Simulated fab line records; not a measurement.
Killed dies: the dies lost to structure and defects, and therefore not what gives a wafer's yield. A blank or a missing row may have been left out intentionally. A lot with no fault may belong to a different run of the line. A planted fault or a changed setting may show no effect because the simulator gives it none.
A single fault, viewed from 2 desks | flow sky130 | every desk sees just its own numbers, and what lay behind them comes last

== FROM THE METROLOGY DESK ==
Means of the sampled wafers that have a number, per lot and without regard to the tool the lot ran on: this is what the gauges read. A lot is out of limits, marked OUT, if its mean lies more than 4 standard deviations from the usual mean; the brackets give that distance.
Columns: A = cdNm at SKY_VIA3_CD_MEAS_12, usual 199.5 nm
lot  | first seen here | A
L649 | day 40 04:52    | 198.3
L650 | day 40 05:57    | 197.9
L658 | day 42 07:43    | 199.1
L662 | day 43 03:12    | 200.8
L663 | day 43 06:00    | 200.0
L664 | day 43 11:03    | 200.5
L666 | day 44 17:37    | 199.7
L667 | day 44 19:15    | 199.0
L668 | day 45 01:26    | 200.0
L670 | day 45 14:20    | 202.0
L671 | day 45 20:24    | 199.8
L672 | day 45 20:36    | 199.4
Result from this desk: across the 12 lots, nothing is out of limits.

== TOOL OWNER'S DESK, pvdSputter-03 ==
The tool's own readings at SKY_METAL4_SPUTTER_03 (material Ti, target thk 5 nm, time 3.3 s): means of the sampled wafers that have a number, for each lot that ran on this tool. A lot is out of limits, marked OUT, if its mean lies more than 4 standard deviations from the usual mean; the brackets give that distance.
Columns: A = cathodeDcPowerW at SKY_METAL4_SPUTTER_03, usual 3000.0 W; B = throttleValvePct at SKY_METAL4_SPUTTER_03, usual 29.5 %
lot  | first seen here | A                        | B
L650 | day 40 07:35    | 3000.0                   | 28.5
L658 | day 42 09:19    | 3142.4 (+99 or more) OUT | 28.4
L666 | day 44 19:12    | 2999.6                   | 29.3
L671 | day 45 21:59    | 3000.3                   | 29.3
This desk's finding: out of limits on L658; first on L658, day 42 09:19 (cathodeDcPowerW at SKY_METAL4_SPUTTER_03). Within limits: L650, L666, L671.

== TAKEN TOGETHER ==
The tool owner's desk could have raised an alarm at day 42 09:19, on L658.
Metrology desk: nothing out of limits seen.
The metrology desk holds a record of L658, inside its limits.
Every lot named ran SKY_METAL4_SPUTTER_03 on pvdSputter-03.

== WHAT THE SIMULATOR HAD PUT IN ==
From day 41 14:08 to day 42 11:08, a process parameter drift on pvdSputter-03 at SKY_METAL4_SPUTTER_03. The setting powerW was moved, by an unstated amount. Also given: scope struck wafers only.
Struck lots among those shown: L658.
How many hours passed from the start of the fault until each desk's first out-of-limits reading: the tool owner's desk, 19.
